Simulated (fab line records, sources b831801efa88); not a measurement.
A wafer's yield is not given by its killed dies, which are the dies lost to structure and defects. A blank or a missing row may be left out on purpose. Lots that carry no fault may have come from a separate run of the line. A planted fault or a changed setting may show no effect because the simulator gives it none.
Chamber matching :: flow sky130 :: cmp-02 running SKY_LI_CONTACT_CMP_24: 4 sister chambers
The step polishes, stops on PSG, t overpolish 20 s, target thk 0 nm. 4 wafers are shown with their chamber, then 7 later ones without.

WAFERS WITH THEIR CHAMBER
wafer: L591.3
chamber: 3
motor-current-A (A): 10.6

wafer: L594.6
chamber: 0
motor-current-A (A): 12.1

wafer: L597.1
chamber: 1
motor-current-A (A): 10.3

wafer: L597.2
chamber: 2
motor-current-A (A): 9.5

WAFERS WITHOUT THEIR CHAMBER
wafer: L597.3
motor-current-A (A): 10.6

wafer: L598.1
motor-current-A (A): 11.4

wafer: L598.3
motor-current-A (A): 11.1

wafer: L598.4
motor-current-A (A): 10.1

wafer: L599.1
motor-current-A (A): 10.5

wafer: L599.3
motor-current-A (A): 11.6

wafer: L599.6
motor-current-A (A): 9.8

CHAMBER TAKEN BY EACH
wafer: L597.3
from the rows above: can't be placed: 3 or 1
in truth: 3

wafer: L598.1
from the rows above: can't be placed: 0 or 3 or 1
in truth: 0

wafer: L598.3
from the rows above: can't be placed: 3 or 1 or 0
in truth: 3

wafer: L598.4
from the rows above: can't be placed: 1 or 3 or 2
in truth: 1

wafer: L599.1
from the rows above: can't be placed: 3 or 1
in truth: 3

wafer: L599.3
from the rows above: can't be placed: 0 or 3 or 1
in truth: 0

wafer: L599.6
from the rows above: can't be placed: 2 or 1 or 3
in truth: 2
Placed correctly: 0 of 7. Unplaceable from these rows: 7, with the true chamber sitting among the candidates in 7. Number placed wrongly: 0.
How it was worked out, from the rows above alone: a wafer's distance from a chamber is the root of the sum, over the readings, of the square of ((its reading less the chamber's mean) divided by the reading's scatter). The wafer belongs to the nearest chamber; if the next one is less than 2 further off, it can't be placed. A chamber's mean is the mean of its shown wafers. The scatter (one wafer shown for each chamber): square how far every hidden wafer sits from the nearest shown wafer, average those squares and take the square root.
